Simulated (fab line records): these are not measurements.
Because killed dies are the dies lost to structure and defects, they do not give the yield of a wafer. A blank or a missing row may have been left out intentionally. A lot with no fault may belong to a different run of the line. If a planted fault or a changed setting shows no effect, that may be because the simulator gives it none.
Code-filled problem report in 8D (eight disciplines) form | flow sky130 | the parts of the form that need people (team, actions taken, sign-off) are left out

1. THE PROBLEM
Mean of bias w at SKY_PAD_OPEN_ETCH_07: 142.8 W across 9 wafers in 3 lots; on wafers with no fault it is 149.9 W (standard deviation 0.44). Relative to the usual mean, that is a shift of -16 standard deviations.
The step: etches the open film in CF4/O2, stops on AlCu, target depth 725 nm, time 161.1 s.
Seen first at day 47 12:37 on rie diel-01, wafer L984.1. The record has a number at this step for 36 wafers belonging to 12 lots. Rule for "out" (also "out of limits"): further than 4 standard deviations from the usual mean. The rest of the wafers with a number are treated as sound.

2. WHAT IT IS AND WHAT IT IS NOT
question                    | is                     | is not
which readings at this step | bias w                 | drypump motor current A, oes product au, throttle valve pct
which lots                  | L984, L986, L988       | L103, L980, L981, L983, L985, L989, L990, L991, L998
which wafers of those lots  | all that have a number | -
read on which tools         | rie diel-01            | rie diel-02, rie diel-03
when                        | from day 47 12:37      | up to then (9 sound wafers); but 18 sound wafers of L103, L983, L989, L990, L991, L998 came after

3. WHAT RULES OUT EACH SUSPECT
Counting: any tool at a process step up to the reading is kept as a suspect provided that every lot that is out went through it and no sound lot did after the first of them.
- rie diel-01 at SKY_PAD_OPEN_ETCH_07 (etches the open film in CF4/O2, stops on AlCu, target depth 725 nm, time 161.1 s): kept. It ran every lot that is out, first L984 (day 47 12:37), and no sound lot after that; its last sound lot up to then is L985 (day 47 09:07). Its own bias w readings are out on those wafers.
Left after counting: rie diel-01 at SKY_PAD_OPEN_ETCH_07.

4. THE CAUSE (what the simulator had put in)
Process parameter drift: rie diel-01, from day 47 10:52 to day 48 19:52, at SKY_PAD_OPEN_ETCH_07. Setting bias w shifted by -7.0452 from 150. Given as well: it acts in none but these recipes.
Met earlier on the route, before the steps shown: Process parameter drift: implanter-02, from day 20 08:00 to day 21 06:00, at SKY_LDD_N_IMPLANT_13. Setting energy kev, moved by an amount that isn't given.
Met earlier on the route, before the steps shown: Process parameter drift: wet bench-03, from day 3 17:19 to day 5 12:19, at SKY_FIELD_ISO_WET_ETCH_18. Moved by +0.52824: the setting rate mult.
Counting left only this tool.

5. THE EFFECT CHAIN, in route order
One row per reading whose mean, taken over the struck wafers that have a number, lies over 3 standard deviations from the usual. Scope: only readings with a usual standard deviation given in the record; hours: median across lots of the time from each lot's start at the first step in this table that gives one to its start at this step; sigmas: change in usual standard deviations.
hours | step                 | reading | usual   | on struck wafers | change | sigmas
0     | SKY_PAD_OPEN_ETCH_07 | bias w  | 149.9 W | 142.8            | -7.1   | -16
Process steps it contains:
- SKY_PAD_OPEN_ETCH_07: etches the open film in CF4/O2, stops on AlCu, target depth 725 nm, time 161.1 s.

6. WHAT WOULD HAVE CAUGHT IT SOONER
The fault began at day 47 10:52; the first out-of-limits reading in this record came at day 47 12:37, 2 hours later.
